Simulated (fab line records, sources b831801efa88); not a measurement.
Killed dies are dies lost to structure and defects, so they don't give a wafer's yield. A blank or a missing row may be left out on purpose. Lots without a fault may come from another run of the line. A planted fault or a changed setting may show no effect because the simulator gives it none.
One fault seen from 2 desks | flow sky130 | each desk has only its own numbers; what lay behind them comes last

THE METROLOGY DESK
What the gauges read, lot by lot, whatever tool the lot ran on: means of the sampled wafers that have a number. A lot is out of limits, marked OUT, if its mean lies more than 4 standard deviations from the usual mean; the brackets give that distance.
Columns: A = VT_ADJUST_HVTP_OVL at SKY_VT_ADJUST_HVTP_OVL_MEAS_08, usual -0.2 nm; B = VT_ADJUST_LVTN_TW at SKY_VT_ADJUST_LVTN_TW_MEAS_10, usual 243.2; C = cd_nm at SKY_SD_P_CD_MEAS_07, usual 379.4 nm
lot  | first seen here | A    | B                      | C
L448 | day 5 21:40     | -0.6 | 245.6                  | 378.7
L449 | day 6 10:23     | -1.8 | 242.4                  | 381.2
L451 | day 7 10:46     | 0.1  | 244.2                  | 378.0
L452 | day 8 00:22     | -0.8 | 244.4                  | 383.2
L454 | day 8 03:52     | 2.4  | 243.0                  | 379.6
L455 | day 8 04:10     | 1.1  | 243.0                  | 378.1
L456 | day 8 07:46     | -2.8 | 30.4 (-99 or more) OUT | 381.2
L460 | day 9 08:37     | 0.6  | 245.2                  | 381.5
L466 | day 11 11:49    | -0.9 | 244.6                  | 378.2
L467 | day 11 18:52    | -0.3 | 244.1                  | 380.7
L468 | day 11 20:52    | -0.5 | 244.7                  | 377.7
L469 | day 11 21:10    | -0.1 | 241.1                  | 377.9
L470 | day 11 23:34    | -1.0 | 244.2                  | 379.2
This desk's finding: out of limits on L456; first on L456, day 9 05:20 (VT_ADJUST_LVTN_TW at SKY_VT_ADJUST_LVTN_TW_MEAS_10). In limits: L448, L449, L451, L452, L454, L455, L460, L466, L467, L468, L469, L470.

THE TOOL OWNER'S DESK: plasma_asher-04
The tool's own readings at SKY_VT_ADJUST_HVTP_STRIP_10 (strips in O2/N2): means of the sampled wafers that have a number, for each lot that ran on this tool. A lot is out of limits, marked OUT, if its mean lies more than 4 standard deviations from the usual mean; the brackets give that distance.
Columns: A = chamber_pressure_mTorr at SKY_VT_ADJUST_HVTP_STRIP_10, usual 1500.2 mTorr; B = drypump_motor_current_A at SKY_VT_ADJUST_HVTP_STRIP_10, usual 5.7 A; C = oes_product_au at SKY_VT_ADJUST_HVTP_STRIP_10, usual 0.715 a.u.; D = strip_time_to_endpoint_s at SKY_VT_ADJUST_HVTP_STRIP_10, usual 14.18 s
lot  | first seen here | A                 | B   | C               | D
L448 | day 5 21:51     | 1500.5            | 5.4 | 0.718           | 14.16
L454 | day 8 04:02     | 1498.6            | 5.3 | 0.714           | 14.18
L455 | day 8 04:20     | 1499.1            | 5.8 | 0.721           | 14.19
L456 | day 8 07:57     | 1505.6 (+4.1) OUT | 5.8 | 0.902 (+43) OUT | -
L468 | day 11 21:05    | 1499.7            | 5.8 | 0.712           | 14.20
This desk's finding: out of limits on L456; first on L456, day 8 07:57 (chamber_pressure_mTorr at SKY_VT_ADJUST_HVTP_STRIP_10). In limits: L448, L454, L455, L468.

PUT TOGETHER
The tool owner's desk could have raised an alarm at day 8 07:57, on L456.
The metrology desk could have raised an alarm at day 9 05:20, on L456.
Of the lots named, all ran SKY_VT_ADJUST_HVTP_STRIP_10 on plasma_asher-04.

WHAT THE SIMULATOR HAD PUT IN
Strip aborted: plasma_asher-04, from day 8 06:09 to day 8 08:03, at SKY_VT_ADJUST_HVTP_STRIP_10. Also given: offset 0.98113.
Lots struck among those shown: L456.
Hours from the fault's start to each desk's first reading out of limits: the tool owner's desk, 2; the metrology desk, 23.
